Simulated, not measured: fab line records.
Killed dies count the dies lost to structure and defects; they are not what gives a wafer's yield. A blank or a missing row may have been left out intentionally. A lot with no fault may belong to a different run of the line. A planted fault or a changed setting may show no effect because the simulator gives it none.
The tool behind it: which one? + flow sky130 + 12 lots, 36 wafers sampled, at 5 steps of a route of 708

## WHAT THE GAUGES SHOWED, per wafer
SKY_METAL1_RS_MEAS_05: a four-point-probe measurement.
| lot  | measured     | on            | METAL1_ALCU_RS (ohm/sq) |
|------|--------------|---------------|-------------------------|
| L106 | day 32 06:40 | film-metro-01 | 0.1277 0.1276 0.1286    |
| L107 | day 32 09:13 | film-metro-04 | 0.1269 0.1254 0.1258    |
| L109 | day 33 05:02 | film-metro-01 | 0.1259 0.1262 0.1266    |
| L108 | day 33 06:45 | film-metro-03 | 0.1263 0.1255 0.1252    |
| L110 | day 33 13:25 | film-metro-04 | 0.1261 0.1254 0.1254    |
| L114 | day 34 12:32 | film-metro-04 | 0.1294 0.1299 0.1286    |
| L116 | day 35 07:18 | film-metro-04 | 0.1254 0.1258 0.1269    |
| L117 | day 35 12:18 | film-metro-04 | 0.1263 0.1264 0.1270    |
| L119 | day 36 03:19 | film-metro-04 | 0.1274 0.1276 0.1290    |
| L123 | day 37 03:03 | film-metro-03 | 0.1292 0.1283 0.1282    |
| L127 | day 38 11:39 | film-metro-04 | 0.1259 0.1257 0.1237    |
| L128 | day 38 19:28 | film-metro-03 | 0.1284 0.1284 0.1288    |

SKY_VIA1_THK_MEAS_01.
| lot  | measured     | on            | VIA1_HDPCVD_THK (nm) |
|------|--------------|---------------|----------------------|
| L106 | day 33 10:47 | film-metro-02 | 1016 1021 1017       |
| L107 | day 33 13:28 | film-metro-02 | 1018 1024 1013       |
| L109 | day 34 09:12 | film-metro-03 | 1016 1025 1004       |
| L108 | day 34 10:49 | film-metro-01 | 1025 1039 1037       |
| L110 | day 34 16:15 | film-metro-03 | 1057 1072 1067       |
| L114 | day 35 16:08 | film-metro-02 | 1085 1063 1070       |
| L116 | day 36 10:17 | film-metro-02 | 1028 1032 1034       |
| L117 | day 36 15:44 | film-metro-02 | 1027 1019 1022       |
| L119 | day 37 05:58 | film-metro-01 | 1049 1035 1044       |
| L123 | day 38 05:34 | film-metro-01 | 1010 1028 1042       |
| L127 | day 39 13:47 | film-metro-03 | 1047 1047 1036       |
| L128 | day 39 21:39 | film-metro-02 | 1022 1019 1016       |

## WHAT TOOL EACH LOT RAN ON (gives the tool, then ch and the chambers of the sampled wafers, and finally the start)
| lot  | SKY_CONTACT_CVD_24            | SKY_METAL1_SPUTTER_02        | SKY_VIA1_HDPCVD_00               |
|------|-------------------------------|------------------------------|----------------------------------|
| L106 | cvd-w-02 ch 0,1, day 32 05:56 | pvd-sputter-01, day 32 06:35 | hdpcvd-01 ch 1,2, day 33 10:41   |
| L107 | cvd-w-01 ch 0,1, day 32 08:28 | pvd-sputter-03, day 32 09:07 | hdpcvd-01 ch 0,1,2, day 33 13:20 |
| L109 | cvd-w-02 ch 0,1, day 33 04:17 | pvd-sputter-01, day 33 04:55 | hdpcvd-01 ch 2, day 34 09:01     |
| L108 | cvd-w-01 ch 1, day 33 06:00   | pvd-sputter-03, day 33 06:38 | hdpcvd-01 ch 0,2, day 34 10:41   |
| L110 | cvd-w-02 ch 0,1, day 33 12:40 | pvd-sputter-03, day 33 13:18 | hdpcvd-01 ch 0,1,2, day 34 16:08 |
| L114 | cvd-w-01 ch 0,1, day 34 11:49 | pvd-sputter-02, day 34 12:27 | hdpcvd-01 ch 0,1, day 35 16:01   |
| L116 | cvd-w-02 ch 0,1, day 35 06:33 | pvd-sputter-03, day 35 07:12 | hdpcvd-02 ch 1,2, day 36 10:08   |
| L117 | cvd-w-01 ch 0,1, day 35 11:32 | pvd-sputter-03, day 35 12:11 | hdpcvd-02 ch 1, day 36 15:34     |
| L119 | cvd-w-01 ch 0,1, day 36 02:35 | pvd-sputter-03, day 36 03:11 | hdpcvd-02 ch 1,2, day 37 05:50   |
| L123 | cvd-w-02 ch 0,1, day 37 02:03 | pvd-sputter-02, day 37 02:55 | hdpcvd-02 ch 0,1,2, day 38 05:26 |
| L127 | cvd-w-01 ch 0,1, day 38 10:55 | pvd-sputter-02, day 38 11:33 | hdpcvd-02 ch 1,2, day 39 13:37   |
| L128 | cvd-w-02 ch 0,1, day 38 18:43 | pvd-sputter-01, day 38 19:20 | hdpcvd-02 ch 2, day 39 21:29     |
- SKY_CONTACT_CVD_24: deposits W, target thk 340 nm, time 102.12 s.
- SKY_METAL1_SPUTTER_02: material AlCu, target thk 250 nm, time 13.3 s.
- SKY_VIA1_HDPCVD_00: deposits SiO2, target thk 1030 nm, time 171.7 s.

## WHAT THE TOOLS THEMSELVES READ (means of the sampled wafers that have a number; where no wafer has one, the mark that the record gives instead)
SKY_CONTACT_CVD_24.
| lot  | tool     | heater-power-outer-w (W) | heater-power-w (W) |
|------|----------|--------------------------|--------------------|
| L106 | cvd-w-02 | 579                      | 884                |
| L107 | cvd-w-01 | 464                      | 736                |
| L109 | cvd-w-02 | 582                      | 905                |
| L108 | cvd-w-01 | 456                      | 721                |
| L110 | cvd-w-02 | 541                      | 876                |
| L114 | cvd-w-01 | 476                      | 726                |
| L116 | cvd-w-02 | 544                      | 871                |
| L117 | cvd-w-01 | 477                      | 717                |
| L119 | cvd-w-01 | 470                      | 732                |
| L123 | cvd-w-02 | 595                      | 898                |
| L127 | cvd-w-01 | 470                      | 733                |
| L128 | cvd-w-02 | 557                      | 885                |

SKY_METAL1_SPUTTER_02.
| lot  | tool           | throttle-valve-pct (%) |
|------|----------------|------------------------|
| L106 | pvd-sputter-01 | 29.7                   |
| L107 | pvd-sputter-03 | 30.2                   |
| L109 | pvd-sputter-01 | 30.3                   |
| L108 | pvd-sputter-03 | 30.0                   |
| L110 | pvd-sputter-03 | 30.1                   |
| L114 | pvd-sputter-02 | 29.8                   |
| L116 | pvd-sputter-03 | 30.5                   |
| L117 | pvd-sputter-03 | 31.7                   |
| L119 | pvd-sputter-03 | 31.3                   |
| L123 | pvd-sputter-02 | 30.3                   |
| L127 | pvd-sputter-02 | 29.7                   |
| L128 | pvd-sputter-01 | 29.4                   |

SKY_VIA1_HDPCVD_00.
| lot  | tool      | run-length-s (s) |
|------|-----------|------------------|
| L106 | hdpcvd-01 | 199.9            |
| L107 | hdpcvd-01 | 200.0            |
| L109 | hdpcvd-01 | 199.9            |
| L108 | hdpcvd-01 | 200.0            |
| L110 | hdpcvd-01 | 206.3            |
| L114 | hdpcvd-01 | 206.5            |
| L116 | hdpcvd-02 | 200.3            |
| L117 | hdpcvd-02 | 200.6            |
| L119 | hdpcvd-02 | 200.2            |
| L123 | hdpcvd-02 | 200.2            |
| L127 | hdpcvd-02 | 200.3            |
| L128 | hdpcvd-02 | 200.0            |

## THE ANSWER, worked out from the rows above alone
Rule: the lots themselves supply what counts as usual. Put in order of their means at a reading, lots are off if they are a third of the lots or fewer, leave a main group of 4 or more, and stand apart from it by a gap of 3 or more times the standard deviation of the main group's means; of several such gaps the widest counts. A main group is skipped when, at the precision printed for the reading in the tables above, its means are all equal. Also off: a lot with no number at a reading for which 4 or more lots have one. The other lots that the step has rows for count as sound. Order of review: gauges by route order, followed by the tools' own readings, for which a lot's mean as printed above is used. The first step at which some lot is off is used, and at that step the reading that is off furthest; a lot without a number counts as furthest.
Off: L110, L114, at SKY_VIA1_HDPCVD_00 (run-length-s). Main group: mean 200.1 s, sd 0.21.
If a tool, at that step or one of the process steps before it, ran each lot that is off and ran no sound lot following the first of them, it fits. One fits: SKY_VIA1_HDPCVD_00 on hdpcvd-01. Its last sound lot is L108 (day 34 10:41), its first lot that is off L110 (day 34 16:08): a fault that began between those two fits.
The tool's own readings at SKY_VIA1_HDPCVD_00 bear it out: on the lots that are off they differ by more than 5 times the standard deviation of the sound lots' means. run-length-s reads 206.4 s there against 200.1 s on the sound lots.

## WHAT HAD BEEN PUT IN BY THE SIMULATOR
Process parameter drift: hdpcvd-01, from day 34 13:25 on, at SKY_VIA1_HDPCVD_00. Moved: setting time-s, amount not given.
Lots struck among those shown: L110, L114. This agrees with what the rule above found.
